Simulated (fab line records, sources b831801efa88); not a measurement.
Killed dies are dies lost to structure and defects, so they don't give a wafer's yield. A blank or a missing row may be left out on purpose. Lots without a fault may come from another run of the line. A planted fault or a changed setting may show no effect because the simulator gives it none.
Chamber matching | flow sky130 | SKY_PASSIVATION_CVD_02 on pecvd-03: 3 sister chambers
The step deposits Si3N4, target thk 540 nm. 3 wafers are shown with their chamber, then 7 later ones without.

WAFERS WITH THEIR CHAMBER
wafer  | chamber | heater_power_w (W)
L928.3 | 2       | 918
L930.4 | 1       | 673
L930.5 | 0       | 816

WAFERS WITHOUT THEIR CHAMBER
wafer  | heater_power_w (W)
L930.6 | 522
L936.2 | 642
L936.4 | 771
L936.6 | 523
L939.2 | 827
L939.4 | 852
L939.6 | 864

WHICH CHAMBER EACH WENT THROUGH
wafer  | from the rows above          | in truth
L930.6 | can't be placed: 1 or 0      | 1
L936.2 | can't be placed: 1 or 0      | 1
L936.4 | can't be placed: 0 or 1 or 2 | 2
L936.6 | can't be placed: 1 or 0      | 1
L939.2 | can't be placed: 0 or 2 or 1 | 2
L939.4 | can't be placed: 0 or 2 or 1 | 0
L939.6 | can't be placed: 0 or 2 or 1 | 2
Placed correctly: 0 of 7. Can't be placed from these rows: 7 (the true chamber is among the candidates in 7). Placed wrongly: 0.
How it was worked out, from the rows above alone: a wafer's distance from a chamber is the root of the sum, over the readings, of the square of ((its reading less the chamber's mean) divided by the reading's scatter). The wafer belongs to the nearest chamber; if the next one is less than 2 further off, it can't be placed. A chamber's mean is the mean of its shown wafers. The scatter: with one shown wafer a chamber, the root of the mean of the squares of how far each hidden wafer lies from its nearest shown one.
